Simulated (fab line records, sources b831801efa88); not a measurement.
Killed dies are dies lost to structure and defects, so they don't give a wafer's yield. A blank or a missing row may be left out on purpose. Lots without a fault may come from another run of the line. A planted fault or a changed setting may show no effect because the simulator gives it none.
fab line records | flow sky130
record lots=14 wafers=41 last_day=50
route steps=708 shown FIELD_ISO@5 NWELL@63
lots that met no fault: from a run of the same line without faults
start_h: hours from the record's first day to the start of the lot's first wafer shown | wait_h: hours since the lot's step before | " the same as in the row above | L1.1+2: a row that stands for several wafers | - no value, or no start given | * or withheld: withheld | < > ~ a bound
route shown NAME@n: a module of which the file shows steps, and the number in the route of the first | usual: mean/standard deviation of fault-free wafers | same: alike in all rows | chamber/n: place in a boat | sites: the reading at each site | _std_site: their standard deviation | _edge_site: outer sites' mean less inner sites' | radius_mm: how far each site lies from the wafer's centre | mask NAME#n: copy n | behind: the tool/chamber that last shaped the wafer | hold: why the lot was held/for how many hours/how that ended | device: the transistor (n, p or np) that didn't switch | end of line: the same wafers' tests at the end of the route | a step without rows: its recipe alone | killed: dies lost to structure and defects at the first sort, not the wafer's yield | map: a wafer's dies, x killed, . not, _ none there
set.NAME: the setting as run; set.NAME@STEP: as run at that earlier step | model.NAME: the simulator's own value behind a step, which no gauge read
steps of the route over a sample of lots; a table a step, a row a wafer
services: from which hour (start_h, from the record's first day; less than 0 if before it) a tool's chamber was out of use, for how many hours, and why
## steps
# step SKY_FIELD_ISO_THK_MEAS_04
# recipe reads=Si3N4_of_FIELD_ISO_CVD_03
# usual FIELD_ISO_CVD_03_THK=166.6/1.8
# columns lot.wafer tool chamber start_h wait_h FIELD_ISO_CVD_03_THK[nm]
L383.1 film_metro-02 - 20.16 0.0 165.7
L383.2 " - " " 166.6
L383.5 " - " " 166.8
L385.1 film_metro-02 - 31.11 0.0 166.5
L385.4 " - " " 165.2
L385.5 " - " " 168.0
L389.1 film_metro-03 - 49.51 0.0 165.0
L389.4 " - " " 167.6
L389.6 " - " " 165.5
L390.3 film_metro-02 - 54.50 0.0 165.5
L390.5 " - " " 167.0
L390.6 " - " " 166.3
L391.1 film_metro-02 - 59.42 0.0 169.5
L391.2 " - " " 169.1
L391.5 " - " " 168.2
L393.1 film_metro-03 - 69.18 0.0 165.5
L393.2 " - " " 165.4
L393.3 " - " " 166.2
L395.1 film_metro-03 - 78.53 0.0 163.5
L395.4 " - " " 163.4
L397.1 film_metro-03 - 89.21 0.0 167.5
L397.4 " - " " 165.9
L397.6 " - " " 167.5
L398.1 film_metro-01 - 93.74 0.0 163.9
L398.2 " - " " 164.5
L398.5 " - " " 164.4
L399.1 film_metro-02 - 99.16 0.0 166.2
L399.3 " - " " 165.9
L399.4 " - " " 165.0
L400.2 film_metro-02 - 103.49 0.0 166.8
L400.5 " - " " 165.3
L400.6 " - " " 167.4
L401.1 film_metro-02 - 108.48 0.0 165.4
L401.2 " - " " 166.0
L401.4 " - " " 167.6
L402.2 film_metro-02 - 117.47 0.0 168.2
L402.3 " - " " 168.6
L402.4 " - " " 169.1
L403.3 film_metro-01 - 120.63 0.0 163.5
L403.4 " - " " 163.2
L403.5 " - " " 164.0
# step SKY_FIELD_ISO_ETCH_14
# recipe chemistry=N2/H2 target=BARC ion_energy_ev=200 source_w=500 bias_w=100 pressure_mtorr=30 n2_flow_sccm=100 h2_flow_sccm=200 stop_on=SiO2 time_s=43.93 target_depth_a=600
# usual bias_w=100.0/0.3 chamber_pressure_mTorr=29.996/0.027 drypump_motor_current_A=5.7/0.42 h2_flow_sccm=200.1/0.66 n2_flow_sccm=100.0/0.31 oes_product_au=0.876/0.0047 throttle_valve_pct=13.227/0.0086
# columns lot.wafer tool chamber start_h wait_h bias_w chamber_pressure_mTorr drypump_motor_current_A h2_flow_sccm n2_flow_sccm oes_product_au rf_hours_counter_h throttle_valve_pct
L383.1 rie_diel-04 2 34.42 0.1 99.5 29.993 6.0 199.7 100.3 0.883 168 13.222
L383.2 " 1 " " 100.0 29.957 5.6 198.9 99.7 0.876 129 13.224
L383.5 " 1 " " 99.8 30.044 5.6 199.2 99.3 0.876 - 13.222
L385.1 rie_diel-01 3 45.75 0.1 99.7 29.972 5.6 200.6 100.3 0.875 3 13.218
L385.4 " 2 " " 99.9 29.967 6.1 199.6 99.8 0.874 3 13.223
L385.5 " 2 " " 99.9 30.012 6.1 200.1 100.5 0.878 - 13.230
L389.1 rie_diel-04 2 65.85 0.1 100.2 30.017 6.0 199.1 100.4 0.870 168 13.221
L389.4 " 1 " " 100.2 30.003 5.7 200.2 100.0 0.876 129 13.212
L389.6 " 0 " " 99.8 30.015 5.4 199.7 100.1 0.885 - 13.227
L390.3 rie_diel-04 2 71.42 0.1 - - - - - - - -
L390.5 " 1 " " - - - - - - - -
L390.6 " 2 " " - - - - - - - -
L391.1 rie_diel-01 1 76.24 0.1 - - - - - - - -
L391.2 " 3 " " - - - - - - - -
L391.5 " 2 " " - - - - - - - -
L393.1 rie_diel-01 3 86.04 0.1 99.9 30.045 5.6 200.0 99.9 0.877 4 13.229
L393.2 " 0 " " 100.1 30.017 4.8 199.9 99.5 0.885 5 13.221
L393.3 " 1 " " 100.3 30.016 5.4 200.0 100.1 0.874 3 13.217
L395.1 rie_diel-04 1 96.09 0.1 100.2 29.978 5.7 200.6 99.5 0.869 130 13.227
L395.4 " 3 " " 100.0 29.946 6.4 201.0 100.5 0.880 43 13.220
L397.1 rie_diel-04 1 107.14 0.1 100.7 29.948 5.7 200.5 99.9 0.877 130 13.225
L397.4 " 3 " " 99.7 30.007 6.4 200.5 100.1 0.882 43 13.227
L397.6 " 0 " " 99.9 29.964 5.4 201.3 100.1 0.868 - 13.228
L398.1 rie_diel-03 0 111.85 0.1 100.0 29.998 6.0 198.8 100.0 0.872 28 13.227
L398.2 " 1 " " 100.2 30.054 5.5 200.3 100.0 0.872 112 13.215
L398.5 " 3 " " 99.9 30.057 5.9 199.2 100.0 0.873 - 13.241
L399.1 rie_diel-03 1 117.80 0.1 100.3 29.967 5.4 200.6 99.8 0.876 112 13.233
L399.3 " 0 " " 100.1 30.002 5.9 200.4 100.6 0.872 28 13.221
L399.4 " 3 " " 99.8 30.012 6.0 199.7 100.3 0.870 162 13.229
L400.2 rie_diel-04 0 121.49 0.1 100.0 29.990 5.4 201.1 99.5 0.873 5 13.221
L400.5 " 0 " " 99.6 29.975 5.4 200.3 100.2 0.867 - 13.233
L400.6 " 3 " " 99.8 30.026 6.4 199.5 99.8 0.880 - 13.234
L401.1 rie_diel-03 1 126.90 0.1 99.6 29.984 5.5 199.3 100.0 0.886 112 13.207
L401.2 " 0 " " 100.1 29.960 5.9 200.1 100.3 0.879 28 13.231
L401.4 " 0 " " 99.5 29.993 6.0 199.2 100.1 0.879 - 13.232
L402.2 rie_diel-04 3 135.90 0.1 99.9 29.975 6.4 200.4 99.7 0.872 44 13.216
L402.3 " 2 " " 99.9 29.941 6.0 199.3 100.3 0.886 1 13.246
L402.4 " 3 " " 99.5 30.031 6.4 200.0 100.1 0.879 - 13.231
L403.3 rie_diel-03 0 139.07 0.1 100.2 30.008 6.0 200.2 100.0 0.882 29 13.235
L403.4 " 1 " " 99.7 29.988 5.4 200.5 99.8 0.873 112 13.232
L403.5 " 0 " " 99.7 29.972 6.0 199.2 99.7 0.874 - 13.231
# step SKY_FIELD_ISO_ETCH_15
# recipe chemistry=CHF3/O2 target_depth_nm=180 stop_on=Si source_w=600 bias_w=200 pressure_mtorr=40 chf3_flow_sccm=50 O2_flow_sccm=5 time_s=72
# usual O2_flow_sccm=4.999/0.015 bias_w=200.0/0.59 drypump_motor_current_A=5.7/0.42 oes_product_au=0.952/0.0077 throttle_valve_pct=8.846/0.0099
# columns lot.wafer tool chamber start_h wait_h O2_flow_sccm bias_w drypump_motor_current_A oes_product_au rf_hours_counter_h throttle_valve_pct
L383.1 rie_diel-04 2 34.46 0.0 5.000 200.0 6.0 0.951 168 8.856
L383.2 " 1 " " 4.981 200.8 5.6 0.954 129 8.864
L383.5 " 1 " " 4.974 200.7 5.6 0.957 - 8.852
L385.1 rie_diel-01 3 45.80 0.0 4.993 200.0 5.5 0.953 3 8.845
L385.4 " 2 " " 4.998 199.8 6.1 0.949 3 8.855
L385.5 " 2 " " 4.998 200.0 6.1 0.961 - 8.845
L389.1 rie_diel-04 2 65.90 0.0 5.016 200.2 5.9 0.940 168 8.863
L389.4 " 1 " " 4.988 200.0 5.6 0.955 129 8.855
L389.6 " 0 " " 5.012 200.6 5.4 0.943 - 8.841
L390.3 rie_diel-04 2 71.46 0.0 4.994 200.1 6.0 0.373 168 8.670
L390.5 " 1 " " 4.968 199.2 5.6 0.371 - 8.680
L390.6 " 2 " " 5.002 198.4 6.0 0.371 - 8.676
L391.1 rie_diel-01 1 76.29 0.0 5.013 200.4 5.3 0.377 3 8.674
L391.2 " 3 " " 4.982 200.9 5.6 0.374 4 8.686
L391.5 " 2 " " 5.014 200.7 6.1 0.367 - 8.680
L393.1 rie_diel-01 3 86.09 0.0 4.999 200.1 5.5 0.950 4 8.830
L393.2 " 0 " " 5.007 199.9 4.8 0.945 5 8.856
L393.3 " 1 " " 5.012 199.7 5.3 0.940 3 8.835
L395.1 rie_diel-04 1 96.14 0.0 5.008 200.4 5.6 0.927 130 8.851
L395.4 " 3 " " 5.005 198.5 6.4 0.946 43 8.846
L397.1 rie_diel-04 1 107.19 0.0 4.999 200.1 5.6 0.958 130 8.836
L397.4 " 3 " " 4.992 199.4 6.4 0.952 44 8.827
L397.6 " 0 " " 5.017 199.6 5.5 0.950 - 8.852
L398.1 rie_diel-03 0 111.90 0.0 4.994 201.0 5.9 0.939 28 8.853
L398.2 " 1 " " 5.004 200.0 5.4 0.944 112 8.835
L398.5 " 3 " " 4.983 199.5 5.9 0.944 - 8.842
L399.1 rie_diel-03 1 117.85 0.0 4.996 199.4 5.5 0.947 112 8.852
L399.3 " 0 " " 5.027 199.3 5.9 0.941 28 8.864
L399.4 " 3 " " 5.009 200.8 5.9 0.952 162 8.850
L400.2 rie_diel-04 0 121.53 0.0 4.997 199.8 5.4 0.942 5 8.838
L400.5 " 0 " " 4.974 200.2 5.4 0.950 - 8.844
L400.6 " 3 " " 5.023 200.5 6.3 0.953 - 8.851
L401.1 rie_diel-03 1 126.97 0.0 4.983 200.6 5.5 0.952 112 8.830
L401.2 " 0 " " 4.993 200.0 5.9 0.951 28 8.839
L401.4 " 0 " " 5.000 200.5 6.0 0.955 - 8.849
L402.2 rie_diel-04 3 135.95 0.0 5.001 199.8 6.4 0.961 44 8.852
L402.3 " 2 " " 4.995 200.0 6.0 0.963 1 8.834
L402.4 " 3 " " 5.022 199.9 6.4 0.967 - 8.845
L403.3 rie_diel-03 0 139.11 0.0 4.993 201.1 5.9 0.946 29 8.822
L403.4 " 1 " " 4.990 200.9 5.5 0.928 112 8.832
L403.5 " 0 " " 5.021 200.2 5.9 0.944 - 8.831
# step SKY_FIELD_ISO_STRIP_16
# recipe chemistry=O2/N2 power_w=1400 pressure_mtorr=1500 platen_temp_c=withheld o2_flow_sccm=3000 n2_flow_sccm=300 overash_fraction=0.5
# usual drypump_motor_current_A=5.79/0.29 n2_flow_sccm=300.0/0.97 o2_flow_sccm=2998/9 oes_product_au=0.379/0.0047 strip_time_to_endpoint_s=3.564/0.03
# columns lot.wafer tool chamber start_h wait_h drypump_motor_current_A n2_flow_sccm o2_flow_sccm oes_product_au rf_hours_counter_h strip_time_to_endpoint_s
L383.1 plasma_asher-03 1 34.52 0.0 5.71 298.0 3011 0.376 36 3.588
L383.2 " 0 " " 5.14 300.8 3008 0.376 36 3.540
L383.5 " 1 " " 5.71 299.5 2989 0.377 - 3.530
L385.1 plasma_asher-01 1 45.85 0.0 5.83 301.5 3000 0.377 34 3.617
L385.4 " 0 " " 5.63 301.5 3013 0.372 - 3.530
L385.5 " 0 " " 5.62 299.7 3004 0.373 - 3.502
L389.1 plasma_asher-03 1 65.95 0.0 5.70 300.3 2992 0.386 39 3.595
L389.4 " 1 " " 5.71 301.0 2981 0.371 - 3.575
L389.6 " 0 " " 5.12 301.3 2987 0.386 - 3.620
L390.3 plasma_asher-04 0 71.55 0.1 6.22 299.2 2998 0.398 - 3.972
L390.5 " 1 " " 5.76 300.1 2997 0.384 - 3.962
L390.6 " 0 " " 6.21 297.9 3005 0.401 - 3.978
L391.1 plasma_asher-01 0 76.34 0.0 5.58 300.3 2988 0.397 37 4.023
L391.2 " 1 " " 5.80 299.4 3006 0.395 37 4.047
L391.5 " 0 " " 5.58 301.3 2993 0.396 - 3.961
L393.1 plasma_asher-04 0 86.14 0.0 6.22 299.7 2985 0.390 28 3.590
L393.2 " 1 " " 5.78 300.8 2993 0.378 28 3.554
L393.3 " 0 " " 6.23 300.7 2989 0.378 - 3.542
L395.1 plasma_asher-01 1 96.19 0.0 5.81 299.0 2994 0.374 39 3.595
L395.4 " 1 " " 5.82 299.1 3005 0.374 - 3.573
L397.1 plasma_asher-04 1 107.24 0.0 5.77 300.1 3004 0.373 30 3.551
L397.4 " 1 " " 5.77 301.6 3006 0.385 - 3.532
L397.6 " 0 " " 6.21 301.1 2997 0.380 - 3.605
L398.1 plasma_asher-04 0 111.95 0.0 6.24 300.8 2991 0.381 31 3.575
L398.2 " 1 " " 5.78 300.5 3006 0.382 31 3.537
L398.5 " 0 " " 6.22 300.6 2978 0.378 - 3.569
L399.1 plasma_asher-04 0 117.90 0.0 6.23 299.0 3000 0.372 32 3.537
L399.3 " 1 " " 5.80 300.0 2991 0.386 - 3.560
L399.4 " 0 " " 6.23 299.4 2996 0.375 - 3.517
L400.2 plasma_asher-04 1 121.59 0.0 5.79 299.3 3010 0.376 33 3.604
L400.5 " 0 " " 6.22 298.5 3003 0.374 - 3.593
L400.6 " 1 " " 5.80 299.9 3002 0.382 - 3.560
L401.1 plasma_asher-01 1 127.05 0.1 5.81 299.9 3007 0.373 44 3.502
L401.2 " 0 " " 5.60 300.5 2983 0.379 44 3.571
L401.4 " 0 " " 5.60 301.4 3000 0.380 - 3.551
L402.2 plasma_asher-04 1 136.00 0.0 5.79 300.4 3013 0.383 34 3.546
L402.3 " 1 " " 5.78 299.4 3003 0.385 - 3.559
L402.4 " 0 " " 6.23 299.2 3001 0.387 - 3.539
L403.3 plasma_asher-01 0 139.20 0.1 5.61 300.5 2998 0.380 - 3.585
L403.4 " 1 " " 5.81 301.5 2977 0.380 - 3.564
L403.5 " 0 " " 5.61 300.2 2998 0.377 - 3.590
# step SKY_FIELD_ISO_ETCH_17
# recipe target_depth_a=3420 mask_material=Si3N4 chemistry=HBr/Cl2/O2 target=Si taper_deg=5 icp_w=600 bias_w=150 pressure_mtorr=15 HBr_flow_sccm=150 Cl2_flow_sccm=40 O2_flow_sccm=6 time_s=97.7
# usual HBr_flow_sccm=150.0/0.44 O2_flow_sccm=5.998/0.019 drypump_motor_current_A=5.9/0.44 mfc_cl2_sccm=39.99/0.12 oes_product_au=1.004/0.011 throttle_valve_pct=25.654/0.012
# columns lot.wafer tool chamber start_h wait_h HBr_flow_sccm O2_flow_sccm drypump_motor_current_A mfc_cl2_sccm oes_product_au rf_hours_counter_h throttle_valve_pct
L383.1 rie_si-02 1 34.62 0.1 150.5 5.974 5.2 39.96 1.016 45 25.647
L383.2 " 3 " " 150.4 6.000 6.3 39.85 1.012 36 25.639
L383.5 " 2 " " 150.8 6.003 5.9 39.98 0.997 - 25.667
L385.1 rie_si-01 0 45.95 0.1 150.1 6.044 6.4 40.07 0.987 54 25.662
L385.4 " 2 " " 149.7 6.013 6.2 39.88 1.009 0 25.664
L385.5 " 1 " " 150.3 6.007 6.0 39.95 1.011 - 25.653
L389.1 rie_si-01 0 66.05 0.1 149.8 6.021 6.4 39.87 0.999 54 25.666
L389.4 " 2 " " 149.9 6.005 6.2 40.04 1.009 0 25.662
L389.6 " 1 " " 150.2 6.036 6.0 39.81 1.009 - 25.639
L390.3 rie_si-01 2 71.62 0.0 149.3 6.002 6.3 39.84 0.994 1 25.664
L390.5 " 3 " " 149.7 5.999 6.2 40.20 0.989 - 25.652
L390.6 " 0 " " 149.3 6.004 6.3 40.02 0.983 - 25.664
L391.1 rie_si-02 2 76.44 0.1 149.5 5.978 5.8 40.21 0.994 107 25.657
L391.2 " 0 " " 149.7 5.980 5.2 40.28 0.989 15 25.665
L391.5 " 1 " " 150.7 6.014 5.2 40.06 1.009 - 25.646
L393.1 rie_si-02 3 86.24 0.1 149.9 6.012 6.3 40.00 1.015 36 25.654
L393.2 " 2 " " 150.0 6.024 5.9 40.01 1.006 107 25.654
L393.3 " 0 " " 149.8 5.993 5.2 40.18 0.986 15 25.671
L395.1 rie_si-01 1 96.29 0.1 149.2 5.997 6.0 39.60 1.006 16 25.655
L395.4 " 2 " " 150.2 6.014 6.2 40.01 1.006 1 25.662
L397.1 rie_si-02 1 107.34 0.1 148.8 6.020 5.2 40.05 1.019 46 25.635
L397.4 " 3 " " 150.0 5.990 6.3 39.97 1.015 - 25.636
L397.6 " 1 " " 149.1 5.991 5.2 40.07 1.027 - 25.656
L398.1 rie_si-02 2 112.05 0.1 150.1 6.016 5.9 40.27 1.007 107 25.661
L398.2 " 3 " " 150.2 6.018 6.3 40.00 1.028 36 25.646
L398.5 " 3 " " 149.8 6.010 6.3 39.75 1.011 - 25.651
L399.1 rie_si-01 1 118.00 0.1 149.7 5.996 6.0 39.98 0.996 17 25.648
L399.3 " 2 " " 149.7 5.964 6.2 39.79 1.009 1 25.649
L399.4 " 0 " " 150.8 6.027 6.3 39.89 0.989 54 25.661
L400.2 rie_si-01 2 121.69 0.1 149.6 5.999 6.3 39.92 1.009 1 25.667
L400.5 " 1 " " 149.3 6.006 6.0 39.99 1.001 - 25.667
L400.6 " 0 " " 150.1 5.976 6.4 40.03 0.992 - 25.663
L401.1 rie_si-01 3 127.15 0.1 149.7 5.999 6.2 40.03 0.983 47 25.654
L401.2 " 0 " " 150.4 6.005 6.4 40.01 0.981 55 25.688
L401.4 " 1 " " 149.9 6.009 6.0 40.01 0.996 17 25.652
L402.2 rie_si-02 3 136.10 0.1 150.5 5.984 6.3 40.01 1.010 36 25.643
L402.3 " 2 " " 149.7 5.990 5.9 39.92 0.999 108 25.653
L402.4 " 1 " " 149.7 6.002 5.2 39.77 1.016 46 25.652
L403.3 rie_si-02 3 139.27 0.0 150.0 6.001 6.3 39.92 1.011 36 25.628
L403.4 " 3 " " 150.1 6.009 6.3 39.89 1.014 - 25.644
L403.5 " 1 " " 149.8 5.973 5.2 39.91 1.009 - 25.645
# step SKY_NWELL_OVL_MEAS_10
# usual NWELL_00_OVL=0.5/1.1
# columns lot.wafer tool chamber start_h wait_h NWELL_00_OVL[nm]
L383.1 overlay-02 - 96.56 - 0.4
L383.2 " - " " -1.5
L383.5 " - " " 0.3
L385.1 overlay-01 - 103.76 - 1.1
L385.4 " - " " 0.0
L385.5 " - " " 0.0
L389.1 overlay-01 - 127.61 - 0.3
L389.4 " - " " 0.5
L389.6 " - " " -1.8
L393.1 overlay-02 - 148.01 - 2.8
L393.2 " - " " 1.6
L393.3 " - " " 3.0
L395.1 overlay-01 - 158.93 - 1.1
L395.4 " - " " -0.3
L397.1 overlay-02 - 177.11 - -1.2
L397.4 " - " " 0.3
L397.6 " - " " -1.0
L398.1 overlay-02 - 181.03 - -0.5
L398.2 " - " " 0.1
L398.5 " - " " 0.8
L399.1 overlay-02 - 185.98 - 0.4
L399.3 " - " " 2.3
L399.4 " - " " -0.7
L400.2 overlay-01 - 193.44 - 0.7
L400.5 " - " " 0.6
L400.6 " - " " 0.9
L401.1 overlay-01 - 198.71 - 0.0
L401.2 " - " " 1.8
L401.4 " - " " 1.9
L402.2 overlay-02 - 205.46 - 0.9
L402.3 " - " " -1.0
L402.4 " - " " -0.3
L403.3 overlay-01 - 208.91 - -0.1
L403.4 " - " " 1.1
L403.5 " - " " 1.4
## services
# columns tool chamber start_h hours kind
rie_diel-03 1 22.84 6.5 repair
plasma_asher-04 - 23.16 0.9 repair
rie_diel-04 - 26.64 2.3 repair
rie_si-02 2 69.44 4.4 repair
rie_diel-04 2 74.42 - clean
rie_diel-04 2 74.42 13.6 scheduled_down
rie_diel-04 2 74.42 13.6 vent_cycle
plasma_asher-03 - 79.33 8.1 repair
plasma_asher-03 - 90.41 38.8 repair
rie_diel-04 0 97.80 4.4 repair
rie_si-02 0 107.10 14.9 repair
rie_diel-04 1 114.10 7.7 repair
rie_diel-03 3 118.27 - clean
rie_diel-03 3 118.27 13.6 scheduled_down
rie_diel-03 3 118.27 13.6 vent_cycle
rie_diel-03 2 121.37 10.2 repair
rie_diel-04 0 123.06 14.4 repair
rie_si-02 2 137.61 4.0 repair
## key
first_sign step=SKY_FIELD_ISO_ETCH_14 reading=tool_record direction=missing
effect step=SKY_FIELD_ISO_ETCH_15 reading=oes_product_au direction=down sigmas=75 usual=0.952 struck=0.372
effect step=SKY_FIELD_ISO_STRIP_16 reading=strip_time_to_endpoint_s direction=up sigmas=14 usual=* struck=*
met_at SKY_FIELD_ISO_ETCH_14
struck_lots L390,L391
later_rows_left_out L390.3,L390.5,L390.6,L391.1,L391.2,L391.5
sort_left_out L390.3,L390.5,L390.6,L391.1,L391.2,L391.5
tester_left_out L390,L391
not_acting_at SKY_FIELD_ISO_THK_MEAS_04,SKY_FIELD_ISO_ETCH_17,SKY_NWELL_OVL_MEAS_10
onset_between 65.85 71.42
fault kind=skipped_step_whole tool=rie_diel-01,rie_diel-04 chamber=- onset_h=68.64 steps=SKY_FIELD_ISO_ETCH_14 scope=struck_lots_only
# tester_left_out: of these lots the tester's yield and bins aren't shown, on N5 and GAA mostly nor the transistor test; their killed dies are dies lost to structure and defects alone, not to doping, threshold or leakage, so they don't give the yield
# sort_left_out: the simulated sort isn't trusted on such a fault, so these wafers' sort isn't shown, and their yield isn't known
# later_rows_left_out: the simulator's readings of these wafers behind a module that went badly wrong aren't trusted and aren't shown, but for the sort
